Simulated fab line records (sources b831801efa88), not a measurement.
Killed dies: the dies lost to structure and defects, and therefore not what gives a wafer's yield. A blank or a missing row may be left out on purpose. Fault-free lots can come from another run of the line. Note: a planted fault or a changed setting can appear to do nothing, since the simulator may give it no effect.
Which tool was responsible? || flow sky130 || 33 wafers from 11 lots sampled at 6 of the route's 708 steps

## WHAT THE GAUGES SHOWED, per wafer
SKY_FIELD_ISO_THK_MEAS_04.
{"lot": "L629", "measured": "day 1 15:37", "on": "film-metro-01", "FIELD_ISO_CVD_03_THK (nm)": "165.4 166.4 165.6"}
{"lot": "L630", "measured": "day 1 19:49", "on": "film-metro-02", "FIELD_ISO_CVD_03_THK (nm)": "163.5 163.6 163.1"}
{"lot": "L634", "measured": "day 2 16:44", "on": "film-metro-01", "FIELD_ISO_CVD_03_THK (nm)": "166.5 165.1 165.4"}
{"lot": "L635", "measured": "day 3 02:22", "on": "film-metro-03", "FIELD_ISO_CVD_03_THK (nm)": "165.2 165.3 164.9"}
{"lot": "L637", "measured": "day 3 10:40", "on": "film-metro-01", "FIELD_ISO_CVD_03_THK (nm)": "164.7 164.4 164.4"}
{"lot": "L641", "measured": "day 4 03:41", "on": "film-metro-03", "FIELD_ISO_CVD_03_THK (nm)": "163.8 162.0 162.7"}
{"lot": "L643", "measured": "day 4 19:52", "on": "film-metro-02", "FIELD_ISO_CVD_03_THK (nm)": "166.3 167.0 167.5"}
{"lot": "L647", "measured": "day 5 09:34", "on": "film-metro-03", "FIELD_ISO_CVD_03_THK (nm)": "164.3 165.1 164.6"}
{"lot": "L649", "measured": "day 5 18:11", "on": "film-metro-01", "FIELD_ISO_CVD_03_THK (nm)": "164.3 163.7 163.4"}
{"lot": "L650", "measured": "day 5 22:29", "on": "film-metro-03", "FIELD_ISO_CVD_03_THK (nm)": "161.6 161.8 162.6"}
{"lot": "L651", "measured": "day 6 03:29", "on": "film-metro-01", "FIELD_ISO_CVD_03_THK (nm)": "163.3 164.6 165.2"}

SKY_PWDE_TW_MEAS_10.
{"lot": "L629", "measured": "day 4 04:05", "on": "film-metro-01", "PWDE_TW": "375.7 376.3 375.0"}
{"lot": "L630", "measured": "day 4 16:51", "on": "film-metro-04", "PWDE_TW": "375.8 375.6 376.4"}
{"lot": "L634", "measured": "day 5 14:43", "on": "film-metro-01", "PWDE_TW": "374.3 376.8 372.7"}
{"lot": "L635", "measured": "day 6 05:22", "on": "film-metro-01", "PWDE_TW": "468.0 467.3 468.9 468.1 465.7 467.2"}
{"lot": "L637", "measured": "day 6 05:15", "on": "film-metro-01", "PWDE_TW": "377.7 378.4 377.9"}
{"lot": "L641", "measured": "day 6 21:12", "on": "film-metro-04", "PWDE_TW": "374.4 373.8 375.0"}
{"lot": "L643", "measured": "day 7 10:04", "on": "film-metro-02", "PWDE_TW": "468.3 468.6 469.1 467.9 469.0 466.3"}
{"lot": "L647", "measured": "day 8 09:37", "on": "film-metro-01", "PWDE_TW": "374.6 374.2 374.4"}
{"lot": "L649", "measured": "day 8 14:52", "on": "film-metro-02", "PWDE_TW": "378.3 378.9 378.5"}
{"lot": "L650", "measured": "day 8 18:55", "on": "film-metro-01", "PWDE_TW": "374.2 376.1 374.1"}
{"lot": "L651", "measured": "day 8 22:31", "on": "film-metro-01", "PWDE_TW": "373.9 376.2 374.8"}

SKY_NWELL_RS_MEAS_31: measurement is done with a four-point probe.
{"lot": "L629", "measured": "day 5 13:32", "on": "film-metro-01", "PWDE_RS (ohm/sq)": "5282 5271 5275"}
{"lot": "L630", "measured": "day 6 04:22", "on": "film-metro-01", "PWDE_RS (ohm/sq)": "5279 5264 5256"}
{"lot": "L634", "measured": "day 7 04:41", "on": "film-metro-01", "PWDE_RS (ohm/sq)": "5297 5293 5299"}
{"lot": "L635", "measured": "day 7 18:55", "on": "film-metro-02", "PWDE_RS (ohm/sq)": "3105 3117 3102 3100 3114 3112"}
{"lot": "L637", "measured": "day 7 19:53", "on": "film-metro-04", "PWDE_RS (ohm/sq)": "5257 5255 5262"}
{"lot": "L641", "measured": "day 8 13:25", "on": "film-metro-01", "PWDE_RS (ohm/sq)": "5277 5246 5257"}
{"lot": "L643", "measured": "day 9 03:38", "on": "film-metro-01", "PWDE_RS (ohm/sq)": "3120 3115 3119 3116 3116 3119"}
{"lot": "L647", "measured": "day 10 05:40", "on": "film-metro-01", "PWDE_RS (ohm/sq)": "5280 5280 5290"}
{"lot": "L649", "measured": "day 10 11:01", "on": "film-metro-04", "PWDE_RS (ohm/sq)": "5281 5276 5272"}
{"lot": "L650", "measured": "day 10 16:43", "on": "film-metro-02", "PWDE_RS (ohm/sq)": "5287 5281 5287"}
{"lot": "L651", "measured": "day 10 19:34", "on": "film-metro-04", "PWDE_RS (ohm/sq)": "5248 5255 5261"}

## EACH LOT AND THE TOOL THAT RAN IT (in order: tool; ch and the chambers of the sampled wafers; start)
{"lot": "L629", "SKY_FIELD_ISO_ETCH_17": "rie-si-01 ch 0,3, day 2 06:56", "SKY_FIELD_ISO_CMP_27": "cmp-01 ch 2,3, day 2 11:55", "SKY_PWDE_IMPLANT_08": "implanter-04 ch 0, day 4 03:53"}
{"lot": "L630", "SKY_FIELD_ISO_ETCH_17": "rie-si-02 ch 1,3, day 2 10:54", "SKY_FIELD_ISO_CMP_27": "cmp-01 ch 0,1,2, day 3 02:03", "SKY_PWDE_IMPLANT_08": "implanter-01 ch 0, day 4 16:36"}
{"lot": "L634", "SKY_FIELD_ISO_ETCH_17": "rie-si-01 ch 0,1,3, day 3 07:27", "SKY_FIELD_ISO_CMP_27": "cmp-02 ch 1,2,3, day 4 00:23", "SKY_PWDE_IMPLANT_08": "implanter-02 ch 0, day 5 14:28"}
{"lot": "L635", "SKY_FIELD_ISO_ETCH_17": "rie-si-01 ch 2,3, day 3 18:44", "SKY_FIELD_ISO_CMP_27": "cmp-02 ch 2,3, day 4 10:38", "SKY_PWDE_IMPLANT_08": "implanter-01 ch 0, day 6 04:38"}
{"lot": "L637", "SKY_FIELD_ISO_ETCH_17": "rie-si-02 ch 0,2,3, day 4 02:29", "SKY_FIELD_ISO_CMP_27": "cmp-02 ch 0,1,2, day 4 11:02", "SKY_PWDE_IMPLANT_08": "implanter-02 ch 0, day 6 05:00"}
{"lot": "L641", "SKY_FIELD_ISO_ETCH_17": "rie-si-01 ch 1,2, day 4 18:47", "SKY_FIELD_ISO_CMP_27": "cmp-01 ch 2,3, day 5 05:40", "SKY_PWDE_IMPLANT_08": "implanter-01 ch 0, day 6 20:58"}
{"lot": "L643", "SKY_FIELD_ISO_ETCH_17": "rie-si-02 ch 0,2, day 5 13:18", "SKY_FIELD_ISO_CMP_27": "cmp-02 ch 1,2,3, day 5 17:50", "SKY_PWDE_IMPLANT_08": "implanter-02 ch 0, day 7 09:29"}
{"lot": "L647", "SKY_FIELD_ISO_ETCH_17": "rie-si-01 ch 0,1,2, day 6 03:45", "SKY_FIELD_ISO_CMP_27": "cmp-02 ch 0,1,3, day 6 13:17", "SKY_PWDE_IMPLANT_08": "implanter-02 ch 0, day 8 09:23"}
{"lot": "L649", "SKY_FIELD_ISO_ETCH_17": "rie-si-01 ch 0,1,2, day 6 12:56", "SKY_FIELD_ISO_CMP_27": "cmp-01 ch 0,2,3, day 6 19:10", "SKY_PWDE_IMPLANT_08": "implanter-01 ch 0, day 8 14:37"}
{"lot": "L650", "SKY_FIELD_ISO_ETCH_17": "rie-si-02 ch 0,2,3, day 6 17:41", "SKY_FIELD_ISO_CMP_27": "cmp-01 ch 0,2, day 6 23:44", "SKY_PWDE_IMPLANT_08": "implanter-02 ch 0, day 8 18:41"}
{"lot": "L651", "SKY_FIELD_ISO_ETCH_17": "rie-si-02 ch 1,2,3, day 6 22:11", "SKY_FIELD_ISO_CMP_27": "cmp-01 ch 1,2,3, day 7 02:05", "SKY_PWDE_IMPLANT_08": "implanter-02 ch 0, day 8 22:16"}
- SKY_FIELD_ISO_ETCH_17: etches Si in HBr/Cl2/O2, target depth 342 nm, time 97.7 s.
- SKY_FIELD_ISO_CMP_27: polishes, stops on Si3N4, t overpolish 16 s, target thk 457.8 nm.
- SKY_PWDE_IMPLANT_08

## WHAT THE TOOLS THEMSELVES READ (means of the sampled wafers that have a number; where no wafer has one, the mark that the record gives instead)
SKY_FIELD_ISO_ETCH_17.
{"lot": "L629", "tool": "rie-si-01", "drypump-motor-current-A (A)": 5.8, "oes-product-au (a.u.)": 0.994, "rf-fwd-power-W (W)": 594.8, "throttle-valve-pct (%)": 25.671}
{"lot": "L630", "tool": "rie-si-02", "drypump-motor-current-A (A)": 5.9, "oes-product-au (a.u.)": 0.992, "rf-fwd-power-W (W)": 596.1, "throttle-valve-pct (%)": 25.654}
{"lot": "L634", "tool": "rie-si-01", "drypump-motor-current-A (A)": 5.6, "oes-product-au (a.u.)": 0.999, "rf-fwd-power-W (W)": 596.9, "throttle-valve-pct (%)": 25.657}
{"lot": "L635", "tool": "rie-si-01", "drypump-motor-current-A (A)": 6.1, "oes-product-au (a.u.)": 1.008, "rf-fwd-power-W (W)": 595.0, "throttle-valve-pct (%)": 25.642}
{"lot": "L637", "tool": "rie-si-02", "drypump-motor-current-A (A)": 5.8, "oes-product-au (a.u.)": 1.004, "rf-fwd-power-W (W)": 596.6, "throttle-valve-pct (%)": 25.648}
{"lot": "L641", "tool": "rie-si-01", "drypump-motor-current-A (A)": 5.8, "oes-product-au (a.u.)": 1.001, "rf-fwd-power-W (W)": 595.4, "throttle-valve-pct (%)": 25.655}
{"lot": "L643", "tool": "rie-si-02", "drypump-motor-current-A (A)": 6.0, "oes-product-au (a.u.)": 1.003, "rf-fwd-power-W (W)": 596.2, "throttle-valve-pct (%)": 25.642}
{"lot": "L647", "tool": "rie-si-01", "drypump-motor-current-A (A)": 5.4, "oes-product-au (a.u.)": 0.996, "rf-fwd-power-W (W)": 598.3, "throttle-valve-pct (%)": 25.663}
{"lot": "L649", "tool": "rie-si-01", "drypump-motor-current-A (A)": 5.4, "oes-product-au (a.u.)": 1.002, "rf-fwd-power-W (W)": 597.0, "throttle-valve-pct (%)": 25.657}
{"lot": "L650", "tool": "rie-si-02", "drypump-motor-current-A (A)": 5.8, "oes-product-au (a.u.)": 1.003, "rf-fwd-power-W (W)": 596.9, "throttle-valve-pct (%)": 25.662}
{"lot": "L651", "tool": "rie-si-02", "drypump-motor-current-A (A)": 5.8, "oes-product-au (a.u.)": 1.003, "rf-fwd-power-W (W)": 595.8, "throttle-valve-pct (%)": 25.662}

SKY_FIELD_ISO_CMP_27.
{"lot": "L629", "tool": "cmp-01", "motor-current-A (A)": 12.5, "overpolish-run-s (s)": 16.006, "time-to-endpoint-s (s)": 113}
{"lot": "L630", "tool": "cmp-01", "motor-current-A (A)": 11.8, "overpolish-run-s (s)": 15.994, "time-to-endpoint-s (s)": 114}
{"lot": "L634", "tool": "cmp-02", "motor-current-A (A)": 12.3, "overpolish-run-s (s)": 16.003, "time-to-endpoint-s (s)": 112}
{"lot": "L635", "tool": "cmp-02", "motor-current-A (A)": 12.4, "overpolish-run-s (s)": 15.991, "time-to-endpoint-s (s)": 106}
{"lot": "L637", "tool": "cmp-02", "motor-current-A (A)": 11.7, "overpolish-run-s (s)": 16.002, "time-to-endpoint-s (s)": 113}
{"lot": "L641", "tool": "cmp-01", "motor-current-A (A)": 11.7, "overpolish-run-s (s)": 16.000, "time-to-endpoint-s (s)": 116}
{"lot": "L643", "tool": "cmp-02", "motor-current-A (A)": 12.0, "overpolish-run-s (s)": 16.005, "time-to-endpoint-s (s)": 112}
{"lot": "L647", "tool": "cmp-02", "motor-current-A (A)": 11.8, "overpolish-run-s (s)": 16.003, "time-to-endpoint-s (s)": 115}
{"lot": "L649", "tool": "cmp-01", "motor-current-A (A)": 11.7, "overpolish-run-s (s)": 15.996, "time-to-endpoint-s (s)": 115}
{"lot": "L650", "tool": "cmp-01", "motor-current-A (A)": 11.2, "overpolish-run-s (s)": 16.004, "time-to-endpoint-s (s)": 113}
{"lot": "L651", "tool": "cmp-01", "motor-current-A (A)": 12.1, "overpolish-run-s (s)": 15.999, "time-to-endpoint-s (s)": 112}

SKY_PWDE_IMPLANT_08.
{"lot": "L629", "tool": "implanter-04", "faraday-current-uA": 20.3}
{"lot": "L630", "tool": "implanter-01", "faraday-current-uA": 20.1}
{"lot": "L634", "tool": "implanter-02", "faraday-current-uA": 20.2}
{"lot": "L635", "tool": "implanter-01", "faraday-current-uA": 20.6}
{"lot": "L637", "tool": "implanter-02", "faraday-current-uA": 20.4}
{"lot": "L641", "tool": "implanter-01", "faraday-current-uA": 20.1}
{"lot": "L643", "tool": "implanter-02", "faraday-current-uA": 20.4}
{"lot": "L647", "tool": "implanter-02", "faraday-current-uA": 20.3}
{"lot": "L649", "tool": "implanter-01", "faraday-current-uA": 19.8}
{"lot": "L650", "tool": "implanter-02", "faraday-current-uA": 20.3}
{"lot": "L651", "tool": "implanter-02", "faraday-current-uA": 20.2}

## THE ANSWER, worked out from the rows above alone
Rule: usual is defined by the lots themselves. Put in order of their means at a reading, lots are off if they are a third of the lots or fewer, leave a main group of 4 or more, and stand apart from it by a gap of 3 or more times the standard deviation of the main group's means; of several such gaps the widest counts. Not used: any main group whose means are identical at the precision the tables above print for the reading. Also off: a lot with no number at a reading for which 4 or more lots have one. All remaining lots with rows at the step are treated as sound. After the gauges, taken in route order, come the tools' own readings; for these a lot's mean is taken, as printed above. The first step at which some lot is off is used, and at that step the reading that is off furthest; a lot without a number counts as furthest.
Off: L635, L643, seen at SKY_PWDE_TW_MEAS_10 (PWDE_TW). The main group has a mean of 375.7 with a standard deviation of 1.5.
If a tool, at a process step before that reading, ran all the lots that are off and no sound lot after the first of them, it fits. Gauges at SKY_PWDE_TW_MEAS_10: tried the same way as those tools. None of those tried fits.

## WHAT WAS PUT IN BY THE SIMULATOR
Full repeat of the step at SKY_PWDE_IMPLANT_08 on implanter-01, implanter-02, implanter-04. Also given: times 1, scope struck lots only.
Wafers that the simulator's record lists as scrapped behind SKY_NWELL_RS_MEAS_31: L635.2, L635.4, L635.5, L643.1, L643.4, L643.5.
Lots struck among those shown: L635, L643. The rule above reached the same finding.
